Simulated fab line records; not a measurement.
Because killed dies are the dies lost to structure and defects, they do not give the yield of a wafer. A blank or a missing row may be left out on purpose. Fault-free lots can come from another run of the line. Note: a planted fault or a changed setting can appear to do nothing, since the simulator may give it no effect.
Problem report in the 8D (eight disciplines) form, filled by code :: flow sky130 :: the parts of the form that need people (team, actions taken, sign-off) are left out

1. THE ISSUE
Mean VIA1_W_RS at SKY_VIA1_RS_MEAS_22: 0.387 ohm/sq over 4 wafers in 3 lots; fault-free wafers: 0.427 ohm/sq, standard deviation 0.005. Measured from the usual mean, that is -7.9 standard deviations.
The step: measures by four-point-probe.
The first sign was on wafer L349.3 at day 39 11:43, on film_metro-04. The record holds 33 wafers of 11 lots with a number at this step. Rule for "out" (also "out of limits"): further than 4 standard deviations from the usual mean. The other wafers with a number count as sound.

2. WHAT IT IS, AND WHAT IT ISN'T
question: which readings at this step
is: VIA1_W_RS
is not: -

question: which lots
is: L349, L350, L351
is not: L335, L338, L340, L341, L345, L347, L348, L353

question: which wafers of those lots
is: L349.3, L350.4, L351.3, L351.6
is not: L349.2, L349.4, L350.1, L350.3, L351.5

question: read on which gauges
is: film_metro-03, film_metro-04
is not: film_metro-02

question: when
is: from day 39 11:43
is not: up to then (23 sound wafers); but 6 sound wafers of L350, L351, L353 came after

3. THE SUSPECTS, EACH WITH WHAT RULES IT OUT
Counting: a tool at a process step up to the reading stays a suspect if it ran every lot that is out. Sound lots after the first of them don't rule it out here, since some wafers of a struck lot are sound.
- the gauge at SKY_VIA1_RS_MEAS_22: ruled out. The wafers that are out were read on 2 gauges (film_metro-03, film_metro-04).
- cvd_w-02 at SKY_VIA1_CVD_21 (deposits W, target thk 270 nm, time 80.902 s): kept. Ran every lot that is out, first one L349 (day 39 11:35); last sound lot up to then L347 (day 39 04:47). Its own chamber_pressure_Torr readings are out on those wafers.
- At SKY_VIA1_CVD_21 on cvd_w-02, chamber 1 took the sound wafers of the same lots and chamber 0 took the wafers that are out.
After counting, what remains is cvd_w-02 at SKY_VIA1_CVD_21.

4. THE CAUSE (what the simulator had put in)
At SKY_VIA1_CVD_21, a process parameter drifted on cvd_w-02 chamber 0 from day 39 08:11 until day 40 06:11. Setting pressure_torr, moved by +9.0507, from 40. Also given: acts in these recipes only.
The count eliminated every tool but this one.

5. THE CHAIN OF EFFECTS, in route order
One row per reading whose mean, taken over the struck wafers that have a number, lies over 3 standard deviations from the usual. Only readings whose record carries a usual standard deviation are examined. hours: median over the lots of the time between each lot's start at the first step of this table that gives one and its start at this step. sigmas: the change, counted in usual standard deviations.
hours: 0
step: SKY_VIA1_CVD_21
reading: chamber_pressure_Torr
usual: 40.00 Torr
on struck wafers: 49.02
change: +9.02
sigmas: +96

hours: 0
step: SKY_VIA1_RS_MEAS_22
reading: VIA1_W_RS
usual: 0.427 ohm/sq
on struck wafers: 0.387
change: -0.040
sigmas: -7.9

hours: 0
step: SKY_VIA1_THK_MEAS_23
reading: VIA1_W_THK
usual: 275 nm
on struck wafers: 301
change: +26
sigmas: +6.5
Its process steps:
- SKY_VIA1_CVD_21: deposits W, target thk 270 nm, time 80.902 s.

6. HOW IT WOULD HAVE BEEN CAUGHT EARLIER
Counted from the fault's start at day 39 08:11, it took 4 hours until the first out-of-limits reading at a measuring or inspecting step in this record, taken at day 39 11:43.
The tool's own readings at SKY_VIA1_CVD_21 were out on every struck wafer that the step has a row for (chamber_pressure_Torr): an alarm limit on them would have fired on the first of those.
Among the 3 lots that are out, L350, L351 began SKY_VIA1_CVD_21 on cvd_w-02 after day 39 11:43. A hold on the tool at that time would have spared those 2.
